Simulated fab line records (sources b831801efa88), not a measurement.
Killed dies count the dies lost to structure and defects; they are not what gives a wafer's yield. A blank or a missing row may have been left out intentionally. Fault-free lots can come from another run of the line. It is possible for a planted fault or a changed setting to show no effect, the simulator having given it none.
One fault through the eyes of 2 desks :: flow sfqLine :: what lay behind the numbers comes last; until then each desk has only its own

AT THE TOOL OWNER'S DESK: krfScanner-01
The tool's own readings at SFQ_TRILAYER_M8_LITHO_EXPOSE_194 (exposes mask M8, target cd 2000 nm): means of the sampled wafers that have a number, for each lot that ran on this tool. Any lot whose mean is over 4 standard deviations away from the usual mean is out of limits and marked OUT; that distance is given in the brackets.
Columns: A = exposureDoseMJCm2 at SFQ_TRILAYER_M8_LITHO_EXPOSE_194, usual 14.404; B = focusOffsetNm at SFQ_TRILAYER_M8_LITHO_EXPOSE_194, usual -0.1 nm
lot: L289
first seen here: day 86 17:34
A: 14.404
B: -0.2

lot: L291
first seen here: day 88 03:41
A: 14.399
B: -0.3

lot: L292
first seen here: day 88 10:54
A: 14.403
B: 0.0
This desk's finding: nothing out of limits on any of the 3 lots.

AT THE METROLOGY DESK
What the gauges read for every lot (on any tool): the sampled wafers with a number, averaged. Any lot whose mean is over 4 standard deviations away from the usual mean is out of limits and marked OUT; that distance is given in the brackets.
Columns: A = M8_OVL at SFQ_M8_OVL_MEAS_948, usual -3 nm
lot: L274
first seen here: day 79 23:54
A: -0

lot: L275
first seen here: day 80 11:08
A: 1

lot: L277
first seen here: day 80 21:56
A: -8

lot: L279
first seen here: day 81 22:47
A: -6

lot: L280
first seen here: day 82 03:34
A: -5

lot: L281
first seen here: day 82 06:00
A: 1

lot: L289
first seen here: day 86 19:04
A: 3

lot: L291
first seen here: day 88 05:10
A: -1

lot: L292
first seen here: day 88 12:23
A: -4

lot: L293
first seen here: day 88 18:49
A: 6

lot: L294
first seen here: day 92 03:58
A: -4

lot: L297
first seen here: day 92 19:31
A: -3
This desk's finding: nothing out of limits on any of the 12 lots.

TAKEN TOGETHER
The tool owner's desk saw nothing out of limits.
Nothing out of limits was seen by the metrology desk.

WHAT WAS PUT IN BY THE SIMULATOR
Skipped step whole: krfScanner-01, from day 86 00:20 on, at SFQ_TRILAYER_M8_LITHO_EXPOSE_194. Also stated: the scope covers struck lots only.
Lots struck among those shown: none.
